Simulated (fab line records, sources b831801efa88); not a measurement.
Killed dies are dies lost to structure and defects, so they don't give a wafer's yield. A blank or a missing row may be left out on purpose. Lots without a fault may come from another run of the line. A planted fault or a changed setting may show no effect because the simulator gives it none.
Which tool did it? | flow sky130 | 12 lots, 36 wafers sampled, at 5 steps of a route of 708

WHAT THE GAUGES READ, wafer by wafer
SKY_SONOS_TUNNEL_CD_MEAS_07: target cd 410 nm.
lot  | measured     | on        | cd_nm (nm)
L703 | day 11 07:32 | cd_sem-02 | 412.1 410.8 410.8
L705 | day 12 04:03 | cd_sem-01 | 413.0 411.4 412.6
L707 | day 12 14:28 | cd_sem-01 | 408.9 408.9 409.1
L709 | day 13 12:21 | cd_sem-02 | 410.4 412.6 413.5
L714 | day 15 05:37 | cd_sem-02 | 412.3 408.0 408.7
L716 | day 15 20:02 | cd_sem-01 | 410.5 411.3 409.3
L719 | day 16 17:46 | cd_sem-02 | 408.2 409.2 408.3
L720 | day 17 04:01 | cd_sem-01 | 410.2 409.9 409.2
L721 | day 17 04:59 | cd_sem-01 | 406.9 406.6 408.7
L724 | day 18 05:54 | cd_sem-02 | 411.0 410.9 409.5
L725 | day 18 15:26 | cd_sem-02 | 409.3 410.5 409.0
L726 | day 19 10:28 | cd_sem-01 | 411.3 413.0 411.0

SKY_SONOS_ONO_OVL_MEAS_14.
lot  | measured     | on         | SONOS_ONO_OVL (nm)
L703 | day 12 14:25 | overlay-02 | -0.8 -1.0 0.7
L705 | day 13 13:11 | overlay-01 | -0.9 -0.5 -0.9
L707 | day 13 21:53 | overlay-02 | -0.1 2.1 0.6
L709 | day 14 20:32 | overlay-01 | -1.1 -0.5 -1.9
L714 | day 16 16:02 | overlay-02 | 0.4 2.2 1.1
L716 | day 17 06:14 | overlay-01 | 1.3 -0.7 -0.2
L719 | day 18 03:50 | overlay-01 | -2.6 -1.7 -0.6
L720 | day 18 13:46 | overlay-02 | 0.6 1.2 2.6
L721 | day 18 15:56 | overlay-01 | 0.0 0.6 0.7
L724 | day 19 21:05 | overlay-02 | 2.6 2.3 2.8
L725 | day 20 04:08 | overlay-01 | -3.6 -2.2 -2.0
L726 | day 21 10:53 | overlay-01 | -2.1 -1.4 -1.8

SKY_GATE_OXIDE_THK_MEAS_02.
lot  | measured     | on            | GATE_OXIDE_OXIDATION_00_THK (nm)
L703 | day 12 16:34 | film_metro-02 | 10.39 10.41 10.30
L705 | day 13 15:04 | film_metro-02 | 10.04 9.97 9.92
L707 | day 14 01:02 | film_metro-03 | 10.31 10.27 10.18
L709 | day 14 23:14 | film_metro-01 | 10.20 10.26 10.39
L714 | day 16 19:30 | film_metro-02 | 6.99 7.10 7.07
L716 | day 17 09:18 | film_metro-03 | 7.26 7.47 7.54
L719 | day 18 10:00 | film_metro-02 | 10.01 10.05 10.06
L720 | day 18 18:05 | film_metro-02 | 10.04 9.94 9.76
L721 | day 18 18:05 | film_metro-03 | 10.14 10.23 10.15
L724 | day 19 23:21 | film_metro-01 | 10.52 10.58 10.71
L725 | day 20 06:14 | film_metro-02 | 10.22 10.17 10.14
L726 | day 21 15:20 | film_metro-02 | 10.06 10.33 10.14

SKY_GATE_OXIDE_TW_MEAS_14.
lot  | measured     | on            | GATE_OXIDE_TW
L703 | day 13 18:22 | film_metro-03 | 227.4 228.1 227.8
L705 | day 14 17:29 | film_metro-03 | 227.0 227.3 228.0
L707 | day 15 03:43 | film_metro-03 | 227.4 228.4 226.9
L709 | day 16 03:39 | film_metro-01 | 221.0 221.6 219.6
L714 | day 18 00:39 | film_metro-03 | 227.8 228.3 227.2
L716 | day 18 14:20 | film_metro-02 | 226.1 227.2 225.5
L719 | day 19 16:25 | film_metro-03 | 228.3 228.1 229.1
L720 | day 20 00:33 | film_metro-03 | 227.2 228.3 228.3
L721 | day 20 00:26 | film_metro-01 | 222.6 222.8 221.4
L724 | day 21 06:02 | film_metro-02 | 225.8 225.3 224.9
L725 | day 21 13:35 | film_metro-02 | 226.3 224.5 225.0
L726 | day 22 21:56 | film_metro-03 | 227.7 227.1 228.8

WHICH TOOL RAN EACH LOT (tool, then ch and the chambers of the sampled wafers, then the start)
lot  | SKY_GATE_OXIDE_OXIDATION_01
L703 | furnace-01 ch 0, day 12 15:08
L705 | furnace-02 ch 0, day 13 13:38
L707 | furnace-02 ch 0, day 13 23:38
L709 | furnace-02 ch 0, day 14 21:49
L714 | furnace-02 ch 0, day 16 18:06
L716 | furnace-02 ch 0, day 17 07:53
L719 | furnace-01 ch 0, day 18 08:35
L720 | furnace-01 ch 0, day 18 16:40
L721 | furnace-01 ch 0, day 18 16:40
L724 | furnace-02 ch 0, day 19 21:55
L725 | furnace-02 ch 0, day 20 04:49
L726 | furnace-01 ch 0, day 21 13:56
- SKY_GATE_OXIDE_OXIDATION_01: stabilise 600 s, purge 300 s, target thk 10.268 nm.

WHAT THE TOOLS THEMSELVES READ (means of the sampled wafers that have a number; where no wafer has one, the mark that the record gives instead)
SKY_GATE_OXIDE_OXIDATION_01.
lot  | tool       | spike_tc_bottom_C (C) | spike_tc_centre_C (C) | spike_tc_lower_C (C) | spike_tc_top_C (C) | spike_tc_upper_C (C) | tube_center_temp_C (C) | tube_center_temp_C_max
L703 | furnace-01 | 913.7                 | 900.7                 | 898.7                | 912.4              | 899.2                | 900.10                 | 902.4
L705 | furnace-02 | 915.3                 | 900.7                 | 900.7                | 910.9              | 899.9                | 900.00                 | 902.2
L707 | furnace-02 | 916.4                 | 900.0                 | 900.8                | 911.4              | 899.3                | 899.97                 | 902.1
L709 | furnace-02 | 914.8                 | 901.7                 | 901.3                | 911.4              | 899.6                | 899.98                 | 902.2
L714 | furnace-02 | 886.0                 | 872.2                 | 870.6                | 881.1              | 869.8                | 870.50                 | 872.6
L716 | furnace-02 | 887.0                 | 870.9                 | 871.0                | 883.0              | 870.0                | 870.44                 | 873.1
L719 | furnace-01 | 914.6                 | 900.9                 | 899.7                | 912.1              | 899.1                | 899.99                 | 902.5
L720 | furnace-01 | 914.9                 | 901.1                 | 899.2                | 911.9              | 898.5                | 900.05                 | 902.1
L721 | furnace-01 | 914.1                 | 900.6                 | 899.7                | 912.7              | 898.9                | 899.91                 | 902.4
L724 | furnace-02 | 916.0                 | 901.5                 | 900.7                | 910.2              | 900.2                | 899.97                 | 902.7
L725 | furnace-02 | 916.1                 | 901.2                 | 900.7                | 910.2              | 899.7                | 899.98                 | 902.6
L726 | furnace-01 | 914.7                 | 899.5                 | 898.8                | 912.5              | 900.0                | 900.00                 | 902.3

THE ANSWER, worked out from the rows above alone
Rule: what is usual is taken from the lots themselves. Put in order of their means at a reading, lots are off if they are a third of the lots or fewer, leave a main group of 4 or more, and stand apart from it by a gap of 3 or more times the standard deviation of the main group's means; of several such gaps the widest counts. A main group whose means are all the same, to the digits that the tables above print for the reading, isn't used. A lot without any number at a reading at which 4 lots or more have one is off too. The other lots that the step has rows for count as sound. The gauges are gone through in route order, then the tools' own readings, and for those a lot's mean is taken as printed above. The first step at which some lot is off is used, and at that step the reading that is off furthest; a lot without a number counts as furthest.
Off: L714, L716, at SKY_GATE_OXIDE_THK_MEAS_02 (GATE_OXIDE_OXIDATION_00_THK). The main group: mean 10.20 nm, standard deviation 0.19.
A tool fits if, at a process step before that reading, it ran every lot that is off, and no sound lot after the first of them. The gauges at SKY_GATE_OXIDE_THK_MEAS_02 aren't tried: what is off there is off at SKY_GATE_OXIDE_OXIDATION_01 too, on other tools, and a gauge's error can't cause that. None of those tried fits.

WHAT THE SIMULATOR HAD PUT IN
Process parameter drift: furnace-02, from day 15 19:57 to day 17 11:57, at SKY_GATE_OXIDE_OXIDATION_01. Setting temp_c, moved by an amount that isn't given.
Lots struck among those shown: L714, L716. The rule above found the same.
